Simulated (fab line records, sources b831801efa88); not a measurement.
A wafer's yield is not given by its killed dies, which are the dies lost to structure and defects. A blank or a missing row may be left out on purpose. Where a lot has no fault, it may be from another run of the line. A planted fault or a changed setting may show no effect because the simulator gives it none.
2 desks, one fault + flow sky130 + numbers are kept per desk, each desk with only its own; the story behind them comes last

== FROM THE METROLOGY DESK ==
Lot by lot, what the gauges showed, no matter which tool ran the lot: averages of those sampled wafers that carry a number. The brackets show how far a lot's mean lies from the usual mean; more than 4 standard deviations puts the lot out of limits, marked OUT.
Columns: A = VT_ADJUST_HVTR_OVL at SKY_VT_ADJUST_HVTR_OVL_MEAS_08, usual 0.8 nm; B = cd nm at SKY_POLY_GATE_CD_MEAS_13, usual 149.5 nm
| lot  | first seen here | A    | B     |
|------|-----------------|------|-------|
| L437 | day 9 10:52     | 1.1  | 149.0 |
| L438 | day 9 17:28     | 0.5  | 149.7 |
| L439 | day 9 23:22     | 1.7  | 149.6 |
| L441 | day 10 14:28    | 1.3  | 148.4 |
| L443 | day 11 03:34    | -1.5 | 151.0 |
| L450 | day 13 12:13    | 1.2  | 149.5 |
| L451 | day 13 14:28    | 1.4  | 148.7 |
| L454 | day 14 22:28    | 1.5  | 148.1 |
| L457 | day 15 12:49    | 0.1  | 151.4 |
| L458 | day 15 23:07    | 0.8  | 148.4 |
| L460 | day 16 15:13    | -1.1 | 149.8 |
Result from this desk: across the 11 lots, nothing is out of limits.

== THE TOOL OWNER'S DESK: rie si-02 ==
The tool's own readings at SKY_FIELD_ISO_ETCH_17 (etches Si in HBr/Cl2/O2, target depth 342 nm, time 97.7 s): means of the sampled wafers that have a number, for each lot that ran on this tool. The brackets show how far a lot's mean lies from the usual mean; more than 4 standard deviations puts the lot out of limits, marked OUT.
Columns: A = chamber pressure mTorr at SKY_FIELD_ISO_ETCH_17, usual 15.000 mTorr; B = drypump motor current A at SKY_FIELD_ISO_ETCH_17, usual 5.7 A; C = oes product au at SKY_FIELD_ISO_ETCH_17, usual 1.005 a.u.; D = run length s at SKY_FIELD_ISO_ETCH_17, usual 125.7 s; E = throttle valve pct at SKY_FIELD_ISO_ETCH_17, usual 25.654 %
| lot  | first seen here | A      | B   | C     | D                | E      |
|------|-----------------|--------|-----|-------|------------------|--------|
| L437 | day 2 07:16     | 14.992 | 6.0 | 0.999 | 126.0            | 25.668 |
| L441 | day 3 02:14     | 15.004 | 5.8 | 1.000 | 128.4 (+6.4) OUT | 25.663 |
This desk finds L441 out of limits, L441 being first, at day 3 02:14 (run length s at SKY_FIELD_ISO_ETCH_17). In limits: L437.

== TAKEN TOGETHER ==
The tool owner's desk had the chance to raise an alarm at day 3 02:14 on L441.
At the metrology desk, nothing out of limits was observed.
The metrology desk has L441 on record, within its limits.
Of the lots named, all ran SKY_FIELD_ISO_ETCH_17 on rie si-02.

== WHAT HAD BEEN PUT IN BY THE SIMULATOR ==
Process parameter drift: rie si-02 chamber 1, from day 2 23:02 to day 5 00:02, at SKY_FIELD_ISO_ETCH_17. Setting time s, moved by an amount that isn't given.
Lots struck among those shown: L441.
Hours from the fault's start to each desk's first reading out of limits: the tool owner's desk, 3.
